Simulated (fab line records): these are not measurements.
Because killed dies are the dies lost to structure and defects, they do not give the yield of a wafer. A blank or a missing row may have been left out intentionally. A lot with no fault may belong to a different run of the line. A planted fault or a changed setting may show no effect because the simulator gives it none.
fab line records	flow sky130
record lots=6	wafers=18	last_day=50
route steps=708 shown GATE_OXIDE@191 POLY_GATE@204 PAD_OPEN@708
lots untouched by any fault: they come from a run of this same line in which no faults occurred
start_h: hours from the record's opening day to when the first of the lot's shown wafers began	wait_h: time in hours since the lot's previous step	" as in the row above	L1.1+2: several wafers, shown together as one row	- no value, or no start was given	* or withheld: withheld	< > ~ a bound
route shown NAME@n: a module of which the file shows steps, and the number in the route of the first	usual: average and standard deviation across the fault-free wafers	same: alike in all rows	chamber/n: place in a boat	sites: each site's reading	_std_site: how widely they spread, as a standard deviation	_edge_site: outer sites' mean less inner sites'	radius_mm: for every site, how far away it sits from the centre of the wafer	mask NAME#n: copy n	behind: the most recent tool/chamber to have shaped the wafer	hold: what put the lot on hold/how long, in hours/how the hold closed	device: whichever transistor did not switch (one of n, p or np)	end of line: the route-end tests of the same wafers	a step without rows: its recipe alone	killed: count of dies lost to structure and defects at first sort (not the wafer's yield)	map: the dies of a wafer, with x for killed, . for not killed, _ for no die there
set.NAME: the setting as run; set.NAME@STEP: as run at that earlier step	model.NAME: the simulator's own value behind a step, which no gauge read
lots at some steps of the route; a table a step, a row a wafer
services: a tool's chamber out of use, with start hour (start_h, from the record's first day; less than 0 if before it), hours out, and reason
## steps
# step SKY_GATE_OXIDE_HMDS_04
# recipe prime_time_s=60	prime_temp_c=120
# step SKY_GATE_OXIDE_COAT_05
# recipe resist=NOVOLAK	spin_rpm=3000	resist_thk_nm=1140
# step SKY_GATE_OXIDE_SOFTBAKE_06
# recipe temp_c=90	time_s=60	resist=NOVOLAK
# step SKY_GATE_OXIDE_EXPOSE_07
# recipe mask_id=LVOM	na=0.6	source_shape=conventional	sigma_outer=0.6	polarization=unpolarized	target_cd_nm=600	dose_mj=170
# step SKY_GATE_OXIDE_PEB_08
# recipe temp_c=withheld	time_s=*	resist=NOVOLAK
# step SKY_GATE_OXIDE_DEVELOP_09
# recipe resist=NOVOLAK	developer=TMAH	develop_time_s=60	dev_temp_c=23
# step SKY_GATE_OXIDE_OVL_MEAS_10
# usual GATE_OXIDE_OVL=-0.1/1.5
lot.wafer	tool	chamber	start_h	wait_h	GATE_OXIDE_OVL[nm]
L649.2	overlay-01	-	311.36	0.1	0.0
L649.4	"	-	"	"	0.5
L649.5	"	-	"	"	0.5
L652.3	overlay-01	-	334.46	0.1	0.2
L652.4	"	-	"	"	-1.9
L652.6	"	-	"	"	-0.3
L653.1	overlay-02	-	334.52	0.1	2.2
L653.3	"	-	"	"	0.2
L653.4	"	-	"	"	0.3
L657.1	overlay-01	-	377.37	0.1	4.1
L657.3	"	-	"	"	2.6
L657.4	"	-	"	"	3.8
L664.3	overlay-02	-	440.23	0.1	-1.8
L664.4	"	-	"	"	-2.4
L664.5	"	-	"	"	-0.4
L671.2	overlay-01	-	490.26	0.1	-2.2
L671.4	"	-	"	"	1.6
L671.5	"	-	"	"	-2.9
# step SKY_GATE_OXIDE_IMPLANT_11
# recipe species=B	energy_kev=10	dose_cm2=2.636e+12	tilt_deg=withheld
# step SKY_GATE_OXIDE_WET_ETCH_12
# recipe chemistry=dHF	target_depth_nm=16.8	dry=n2_spin	target=SiO2	dilution=100:1	temp_c=25	time_s=336
# step SKY_GATE_OXIDE_STRIP_13
# recipe chemistry=O2/N2	power_w=1400	pressure_mtorr=1500	platen_temp_c=withheld	o2_flow_sccm=3000	n2_flow_sccm=300	overash_fraction=0.5
# usual drypump_motor_current_A=5.4/0.53	oes_product_au=0.716/0.0042	strip_time_to_endpoint_s=14.19/0.042
lot.wafer	tool	chamber	start_h	wait_h	drypump_motor_current_A	oes_product_au	rf_hours_counter_h	strip_time_to_endpoint_s
L649.2	plasma_asher-02	0	311.65	0.0	4.9	0.719	59	14.14
L649.4	"	0	"	"	4.9	0.715	-	14.18
L649.5	"	0	"	"	4.9	0.707	-	14.13
L652.3	plasma_asher-04	1	334.78	0.0	5.3	0.712	-	14.12
L652.4	"	0	"	"	6.6	0.715	-	14.15
L652.6	"	1	"	"	5.3	0.709	-	14.17
L653.1	plasma_asher-02	1	334.91	0.0	5.5	0.713	61	14.18
L653.3	"	0	"	"	4.9	0.718	-	14.15
L653.4	"	1	"	"	5.5	0.719	-	14.16
L657.1	plasma_asher-02	1	377.67	0.0	5.5	0.718	66	14.15
L657.3	"	1	"	"	5.5	0.721	-	14.17
L657.4	"	0	"	"	4.9	0.722	-	14.16
L664.3	plasma_asher-02	1	440.54	0.0	5.5	0.719	-	14.19
L664.4	"	0	"	"	5.0	0.713	-	14.18
L664.5	"	1	"	"	5.5	0.718	-	14.19
L671.2	plasma_asher-02	1	490.54	0.0	5.6	0.718	6	14.19
L671.4	"	0	"	"	4.9	0.712	-	14.12
L671.5	"	1	"	"	5.5	0.718	-	14.17
# step SKY_GATE_OXIDE_TW_MEAS_14
# usual GATE_OXIDE_TW=224.9/1.8
lot.wafer	tool	chamber	start_h	wait_h	GATE_OXIDE_TW
L649.2	film_metro-03	-	311.76	0.1	226.7
L649.4	"	-	"	"	226.2
L649.5	"	-	"	"	227.1
L652.3	film_metro-02	-	334.87	0.1	222.2
L652.4	"	-	"	"	222.8
L652.6	"	-	"	"	221.7
L653.1	film_metro-01	-	335.01	0.1	227.3
L653.3	"	-	"	"	226.9
L653.4	"	-	"	"	227.0
L657.1	film_metro-01	-	377.77	0.1	226.5
L657.3	"	-	"	"	226.4
L657.4	"	-	"	"	225.4
L664.3	film_metro-03	-	440.63	0.1	224.5
L664.4	"	-	"	"	225.1
L664.5	"	-	"	"	224.0
L671.2	film_metro-03	-	490.65	0.1	223.9
L671.4	"	-	"	"	224.4
L671.5	"	-	"	"	224.1
# step SKY_GATE_OXIDE_CLEAN_15
# recipe chemistry=SC1/SC2	mix=1:4:20	temp_c=70	time_s=150	dry=n2_spin
# step SKY_GATE_OXIDE_OXIDATION_16
# recipe temp_c=800	ambient=O2	idle_temp_c=700	ramp_up_c_per_min=10	ramp_down_c_per_min=3	stabilise_s=600	purge_s=300	target_thk_a=35.7	ox_time_s=1915
# usual spike_tc_bottom_C=820.0/1.4	spike_tc_centre_C=801.1/1.3	spike_tc_lower_C=801.0/0.94	spike_tc_upper_C=799.1/1	tube_center_temp_C=799.99/0.069	tube_center_temp_C_max=802.1/0.36	zone_power_bottom_pct=19.2/0.94
lot.wafer	tool	chamber	start_h	wait_h	spike_tc_bottom_C	spike_tc_centre_C	spike_tc_lower_C	spike_tc_upper_C	tube_center_temp_C	tube_center_temp_C_max	zone_power_bottom_pct	model.SiO2_of_GATE_OXIDE_OXIDATION_01.thk_nm
L649.2	furnace-02	0	314.66	2.8	818.1	800.3	799.5	798.4	800.02	801.8	20.5	11.79
L649.4	"	0	"	"	818.4	798.7	803.4	800.4	799.92	801.5	20.6	11.73
L649.5	"	0	"	"	819.3	801.7	801.2	797.1	799.88	802.0	20.5	11.83
L652.3	furnace-01	0	335.48	0.5	829.0	810.1	809.4	808.5	809.13	811.1	18.9	12.12
L652.4	"	0	"	"	829.4	809.8	809.3	806.6	809.26	811.4	19.2	11.96
L652.6	"	0	"	"	830.6	812.3	810.5	808.0	809.13	811.1	19.3	12.19
L653.1	furnace-01	0	335.48	0.3	828.8	810.8	809.3	807.9	809.18	811.1	19.0	12.53
L653.3	"	0	"	"	829.2	810.2	810.5	807.1	809.15	810.8	18.9	12.6
L653.4	"	0	"	"	828.4	812.0	810.2	807.0	809.13	811.5	18.9	12.45
L657.1	furnace-02	0	379.87	2.0	818.9	799.6	799.0	800.1	799.96	802.3	20.7	11.68
L657.3	"	0	"	"	820.9	797.4	802.0	801.4	799.93	801.6	20.2	11.61
L657.4	"	0	"	"	820.2	801.1	801.8	797.8	800.08	801.8	20.3	11.78
L664.3	furnace-01	0	441.50	0.8	819.9	801.9	801.1	797.4	799.97	801.8	18.4	11.86
L664.4	"	0	"	"	820.9	800.4	800.3	799.9	799.92	802.0	18.3	11.66
L664.5	"	0	"	"	819.8	800.3	802.2	800.4	800.03	802.5	18.6	11.8
L671.2	furnace-01	0	490.75	0.0	819.9	803.7	801.4	800.2	800.06	802.2	18.7	11.45
L671.4	"	0	"	"	819.8	802.6	802.5	798.7	799.98	801.5	18.4	11.41
L671.5	"	0	"	"	819.2	800.7	801.8	799.5	799.87	801.9	18.7	11.69
# step SKY_POLY_GATE_CVD_00
# recipe material=poly-Si	target_thk_nm=180	temp_c=620	time_s=720	pressure_mtorr=200
# step SKY_PAD_OPEN_PROBE_99
lot.wafer	tool	chamber	start_h	wait_h	model.etest.nfet_01v8.r_on_ohm_um	model.etest.nfet_01v8_lvt.drive_ua_um	model.etest.nfet_01v8.drive_ua_um	model.etest.nfet_01v8_turned.drive_ua_um	model.etest.nfet_01v8_swapped.drive_ua_um	model.etest.sram_nfet_pass.drive_ua_um	model.etest.cap_thin_oxide.gate_log10_a_cm2	model.etest.cap_thin_oxide.tox_acc_nm
L649.5	prober-01	-	1081.82	0.2	830.4	573.4	502.5	503.1	502.3	497	-7.142	4.33
L653.1	prober-02	-	1102.77	0.1	896.8	508.7	447.2	444.8	444	433.4	-8.462	4.654
L653.3	prober-02	-	1102.87	0.2	888	520	452.3	449	448	441.8	-8.452	4.665
L657.1	prober-01	-	1129.97	0.1	812.3	593.4	519.3	520.3	515.7	488	-6.843	4.276
L657.3	prober-01	-	1130.07	0.2	796.5	595.7	521.1	529.4	524.4	504.2	-6.553	4.191
L657.4	prober-01	-	1130.12	0.2	825.4	589.6	517	513.5	519.5	500.4	-6.815	4.239
L664.3	prober-02	-	1168.93	0.2	819.2	598.1	530.7	524.7	526.2	523.4	-6.295	4.1
L664.4	prober-02	-	1168.98	0.2	806.3	610.7	534.3	536	538.1	529.1	-6.222	4.092
L664.5	prober-02	-	1169.03	0.2	798.9	613.3	534.6	535.7	538.5	537.2	-6.279	4.097
L671.2	prober-01	-	1197.24	0.1	830.4	574.6	501.3	507.1	504.7	489.1	-7.17	4.316
L671.4	prober-01	-	1197.34	0.2	820.3	573.3	501.9	505.8	502.9	490.8	-7.237	4.367
L671.5	prober-01	-	1197.39	0.2	856.9	555.5	493.2	483.5	491	486.3	-7.357	4.407
# killed by level:class
L649.5 CONTACT:geometric_particle:open=10 VIA2:geometric_particle:open=8 FIELD_ISO:geometric_particle:short=5 FIELD_ISO:geometric_particle:open=5 CONTACT:geometric_particle:short=5 VIA1:geometric_particle:open=4 VIA3:geometric_particle:short=3 POLY_GATE:geometric_particle:open=3
L657.1 VIA1:geometric_particle:open=13 METAL2:geometric_particle:short=9 VIA2:geometric_particle:open=7 CONTACT:geometric_particle:open=6 VIA3:geometric_particle:open=6 LOCAL_INTERCONNECT:geometric_particle:short=5 METAL4:geometric_particle:short=5 FIELD_ISO:geometric_particle:open=4
L657.3 VIA1:geometric_particle:open=13 VIA3:geometric_particle:open=9 FIELD_ISO:geometric_particle:short=6 POLY_GATE:geometric_particle:short=6 LI_CONTACT:geometric_particle:open=6 CONTACT:geometric_particle:open=6 VIA2:geometric_particle:short=6 FIELD_ISO:geometric_particle:open=5
L657.4 VIA1:geometric_particle:open=11 VIA2:geometric_particle:open=11 METAL2:geometric_particle:short=9 VIA3:geometric_particle:open=9 LI_CONTACT:geometric_particle:open=8 CONTACT:geometric_particle:short=6 FIELD_ISO:geometric_particle:short=5 LI_CONTACT:geometric_particle:short=5
L664.3 VIA1:geometric_particle:open=10 LI_CONTACT:geometric_particle:open=7 METAL1:geometric_particle:short=7 POLY_GATE:geometric_particle:short=6 LOCAL_INTERCONNECT:geometric_particle:short=6 CONTACT:geometric_particle:open=5 VIA1:geometric_particle:short=5 METAL2:geometric_particle:short=5
L664.4 CONTACT:geometric_particle:open=15 VIA1:geometric_particle:open=12 VIA3:geometric_particle:open=9 METAL1:geometric_particle:short=8 VIA1:geometric_particle:short=5 POLY_GATE:geometric_particle:open=5 METAL2:geometric_particle:short=5 CONTACT:geometric_particle:short=5
L664.5 CONTACT:geometric_particle:open=9 METAL2:geometric_particle:short=8 VIA1:geometric_particle:open=8 VIA2:geometric_particle:open=7 VIA3:geometric_particle:open=6 CONTACT:geometric_particle:short=5 VIA2:geometric_particle:short=5 VIA1:geometric_particle:short=5
L671.2 CONTACT:geometric_particle:open=13 VIA3:geometric_particle:open=11 VIA1:geometric_particle:open=9 METAL2:geometric_particle:short=7 METAL1:geometric_particle:short=7 LI_CONTACT:geometric_particle:open=5 VIA2:geometric_particle:open=5 VIA3:geometric_particle:short=5
L671.4 VIA1:geometric_particle:open=15 CONTACT:geometric_particle:short=9 FIELD_ISO:geometric_particle:short=8 VIA3:geometric_particle:open=8 METAL1:geometric_particle:short=7 VIA2:geometric_particle:open=6 METAL2:geometric_particle:short=5 LI_CONTACT:geometric_particle:open=4
L671.5 CONTACT:geometric_particle:open=13 FIELD_ISO:geometric_particle:open=7 VIA1:geometric_particle:open=7 METAL1:geometric_particle:short=7 LI_CONTACT:geometric_particle:open=7 LOCAL_INTERCONNECT:geometric_particle:short=5 POLY_GATE:geometric_particle:short=4 METAL2:geometric_particle:short=4
## services
tool	chamber	start_h	hours	kind
furnace-02	-	309.48	3.7	pm
furnace-02	-	317.53	3.9	pm
furnace-01	-	324.62	3.5	pm
furnace-02	-	378.57	1.3	repair
plasma_asher-02	-	416.88	3.7	repair
plasma_asher-02	-	421.25	9.0	pm
plasma_asher-02	0	421.25	9.0	vent_cycle
plasma_asher-02	1	421.25	9.0	vent_cycle
plasma_asher-02	0	430.25	-	clean
plasma_asher-02	1	430.25	-	clean
plasma_asher-02	-	478.98	2.8	pm
furnace-02	-	484.30	3.2	pm
## key
first_sign step=SKY_GATE_OXIDE_OXIDATION_16	reading=tube_center_temp_C	direction=up	sigmas=99+	usual=*	struck=*
effect step=SKY_GATE_OXIDE_OXIDATION_16	reading=tube_center_temp_C_max	direction=up	sigmas=25	usual=*	struck=*
model_effect step=SKY_GATE_OXIDE_OXIDATION_16	value=SiO2_of_GATE_OXIDE_OXIDATION_01.thk_nm	without=12.02	struck=12.31
model_effect step=SKY_PAD_OPEN_PROBE_99	value=etest.nfet_01v8.r_on_ohm_um	without=855.6	struck=892.4
met_at SKY_GATE_OXIDE_OXIDATION_16
struck_wafers L652.3,L652.4,L652.6,L653.1,L653.3,L653.4
sort_left_out L652.3,L652.4,L652.6,L653.1,L653.3,L653.4
tester_left_out L652,L653
fault kind=process_parameter_drift	tool=furnace-01	chamber=-	onset_h=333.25	steps=SKY_GATE_OXIDE_OXIDATION_16	channel=temp_c	offset=*	shape=step	end_h=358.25	acts_in=*	stated=*
# tester_left_out: of these lots the tester's yield and bins aren't shown, on N5 and GAA mostly nor the transistor test; their killed dies are dies lost to structure and defects alone, not to doping, threshold or leakage, so they don't give the yield
# sort_left_out: the simulated sort isn't trusted on such a fault, so these wafers' sort isn't shown, and their yield isn't known
